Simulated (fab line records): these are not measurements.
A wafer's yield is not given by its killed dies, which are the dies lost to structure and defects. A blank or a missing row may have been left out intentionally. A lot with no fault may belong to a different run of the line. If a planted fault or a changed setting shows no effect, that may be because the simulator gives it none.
Which tool is to blame?    flow sky130    Sampling: 10 lots, 30 wafers, 6 of 708 route steps

WHAT THE GAUGES SHOWED, per wafer
SKY_VIA3_RS_MEAS_22: uses a four-point probe to measure.
lot   measured      on             VIA3_W_RS (ohm/sq)
L643  day 39 16:49  film_metro-04  0.298 0.296 0.302
L644  day 39 20:32  film_metro-02  0.291 0.291 0.291
L645  day 40 04:12  film_metro-02  0.296 0.297 0.293
L653  day 42 13:31  film_metro-04  0.293 0.293 0.289
L655  day 43 10:36  film_metro-02  0.449 0.299 0.297
L656  day 43 12:40  film_metro-02  0.293 0.294 0.289
L657  day 43 16:09  film_metro-01  0.450 0.302 0.296
L661  day 45 04:34  film_metro-04  0.293 0.296 0.288
L665  day 46 00:34  film_metro-02  0.299 0.296 0.289
L666  day 46 03:05  film_metro-01  0.291 0.301 0.293

SKY_VIA3_THK_MEAS_23: measures by xrf.
lot   measured      on             VIA3_W_THK (nm)
L643  day 39 16:56  film_metro-04  382 388 378
L644  day 39 20:39  film_metro-02  399 396 396
L645  day 40 04:19  film_metro-02  397 395 399
L653  day 42 13:38  film_metro-04  398 398 403
L655  day 43 10:43  film_metro-02  257 384 384
L656  day 43 12:47  film_metro-02  393 390 395
L657  day 43 16:16  film_metro-01  257 382 387
L661  day 45 04:40  film_metro-04  395 389 400
L665  day 46 00:41  film_metro-02  388 392 401
L666  day 46 03:10  film_metro-01  402 385 395

TOOL THAT RAN EACH LOT (tool first, then ch and the chambers of the sampled wafers, then the start)
lot   SKY_LI_CONTACT_CMP_24          SKY_METAL1_SPUTTER_00         SKY_CAPM_STRIP_14                     SKY_VIA3_CVD_21
L643  cmp-01 ch 0,1,3, day 29 05:17  pvd_sputter-01, day 31 16:24  plasma_asher-01 ch 0,1, day 37 11:35  cvd_w-02 ch 0,1, day 39 16:42
L644  cmp-01 ch 0,1,3, day 29 11:47  pvd_sputter-03, day 31 21:28  plasma_asher-01 ch 0, day 37 15:05    cvd_w-01 ch 0, day 39 20:24
L645  cmp-02 ch 0,1,3, day 29 18:35  pvd_sputter-03, day 32 06:01  plasma_asher-04 ch 0,1, day 37 23:32  cvd_w-02 ch 0,1, day 40 04:04
L653  cmp-02 ch 0,2, day 32 13:15    pvd_sputter-04, day 34 20:46  plasma_asher-01 ch 0,1, day 40 11:11  cvd_w-02 ch 0,1, day 42 13:23
L655  cmp-01 ch 1,3, day 33 12:44    pvd_sputter-04, day 35 22:07  plasma_asher-02 ch 0,1, day 41 08:41  cvd_w-02 ch 0,1, day 43 10:29
L656  cmp-01 ch 1,2, day 33 13:26    pvd_sputter-03, day 35 22:25  plasma_asher-02 ch 0,1, day 41 09:47  cvd_w-01 ch 0,1, day 43 12:32
L657  cmp-01 ch 1,2, day 33 18:50    pvd_sputter-04, day 36 03:10  plasma_asher-01 ch 0,1, day 41 14:08  cvd_w-02 ch 0,1, day 43 16:02
L661  cmp-01 ch 0,2,3, day 35 11:57  pvd_sputter-04, day 37 19:10  plasma_asher-04 ch 0,1, day 43 03:29  cvd_w-01 ch 0,1, day 45 04:25
L665  cmp-02 ch 2,3, day 36 11:32    pvd_sputter-03, day 38 17:44  plasma_asher-04 ch 0,1, day 44 02:14  cvd_w-01 ch 0,1, day 46 00:25
L666  cmp-02 ch 0,1, day 36 15:40    pvd_sputter-01, day 38 21:13  plasma_asher-04 ch 0,1, day 44 04:53  cvd_w-01 ch 0,1, day 46 02:56
- SKY_LI_CONTACT_CMP_24: polishes, stops on PSG, t overpolish 20 s, target thk 0 nm.
- SKY_METAL1_SPUTTER_00: material Ti, target thk 15 nm, time 10 s.
- SKY_CAPM_STRIP_14: strips in O2/N2.
- SKY_VIA3_CVD_21: deposits W, target thk 390 nm, time 117.31 s.

WHAT THE TOOLS THEMSELVES READ (means of the sampled wafers that have a number; where no wafer has one, the mark that the record gives instead)
SKY_LI_CONTACT_CMP_24.
lot   tool    motor_current_A (A)  overpolish_run_s (s)  slurry_filter_dp_kPa (kPa)  time_to_endpoint_s (s)
L643  cmp-01  10.1                 19.999                13.49                       99
L644  cmp-01  10.3                 20.000                13.49                       100
L645  cmp-02  9.9                  20.001                13.42                       95
L653  cmp-02  9.0                  20.006                13.35                       104
L655  cmp-01  10.9                 19.997                13.42                       93
L656  cmp-01  10.7                 20.003                13.37                       95
L657  cmp-01  11.4                 19.997                13.54                       97
L661  cmp-01  9.9                  20.002                13.48                       100
L665  cmp-02  9.7                  20.005                13.36                       100
L666  cmp-02  10.8                 20.005                13.49                       96

SKY_METAL1_SPUTTER_00.
lot   tool            throttle_valve_pct (%)
L643  pvd_sputter-01  30.6
L644  pvd_sputter-03  29.4
L645  pvd_sputter-03  29.5
L653  pvd_sputter-04  29.5
L655  pvd_sputter-04  29.4
L656  pvd_sputter-03  29.7
L657  pvd_sputter-04  30.6
L661  pvd_sputter-04  30.5
L665  pvd_sputter-03  29.1
L666  pvd_sputter-01  30.3

SKY_CAPM_STRIP_14.
lot   tool             chamber_pressure_mTorr (mTorr)  drypump_motor_current_A (A)  oes_product_au (a.u.)  strip_time_to_endpoint_s (s)
L643  plasma_asher-01  1499.9                          5.6                          0.710                  12.65
L644  plasma_asher-01  1500.2                          5.4                          0.711                  12.70
L645  plasma_asher-04  1499.0                          5.7                          0.710                  12.62
L653  plasma_asher-01  1500.5                          5.7                          0.706                  12.71
L655  plasma_asher-02  1499.3                          5.6                          0.711                  12.61
L656  plasma_asher-02  1499.4                          5.9                          0.711                  12.62
L657  plasma_asher-01  1498.8                          5.6                          0.709                  12.68
L661  plasma_asher-04  1499.7                          5.7                          0.710                  12.64
L665  plasma_asher-04  1499.8                          5.8                          0.710                  12.70
L666  plasma_asher-04  1500.1                          5.7                          0.709                  12.64

SKY_VIA3_CVD_21.
lot   tool      heater_power_w (W)  susceptor_temp_C (C)
L643  cvd_w-02  813                 400.00
L644  cvd_w-01  833                 399.97
L645  cvd_w-02  821                 400.28
L653  cvd_w-02  814                 400.23
L655  cvd_w-02  814                 400.07
L656  cvd_w-01  859                 399.99
L657  cvd_w-02  817                 400.25
L661  cvd_w-01  841                 399.89
L665  cvd_w-01  859                 400.14
L666  cvd_w-01  856                 400.30

THE ANSWER, worked out from the rows above alone
Rule: what is usual is taken from the lots themselves. Put in order of their means at a reading, lots are off if they are a third of the lots or fewer, leave a main group of 4 or more, and stand apart from it by a gap of 3 or more times the standard deviation of the main group's means; of several such gaps the widest counts. Not used: any main group whose means are identical at the precision the tables above print for the reading. A lot without any number at a reading at which 4 lots or more have one is off too. All remaining lots with rows at the step are treated as sound. The gauges are gone through in route order, then the tools' own readings, and for those a lot's mean is taken as printed above. The first step at which some lot is off is used, and at that step the reading that is off furthest; a lot without a number counts as furthest.
Off: L655, L657, at SKY_VIA3_RS_MEAS_22 (VIA3_W_RS). For the main group the mean is 0.294 ohm/sq and the standard deviation 0.0024.
A tool fits if, at a process step before that reading, it ran every lot that is off, and no sound lot after the first of them. The gauges at SKY_VIA3_RS_MEAS_22 are tried like those tools. One candidate fits, namely cvd_w-02 at SKY_VIA3_CVD_21. A fault onset in the window from L653 (day 42 13:23, its last sound lot) to L655 (day 43 10:29, its first lot off) fits.

WHAT WAS PUT IN BY THE SIMULATOR
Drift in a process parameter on cvd_w-02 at SKY_VIA3_CVD_21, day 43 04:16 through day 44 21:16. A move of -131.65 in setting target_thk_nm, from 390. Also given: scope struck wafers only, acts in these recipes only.
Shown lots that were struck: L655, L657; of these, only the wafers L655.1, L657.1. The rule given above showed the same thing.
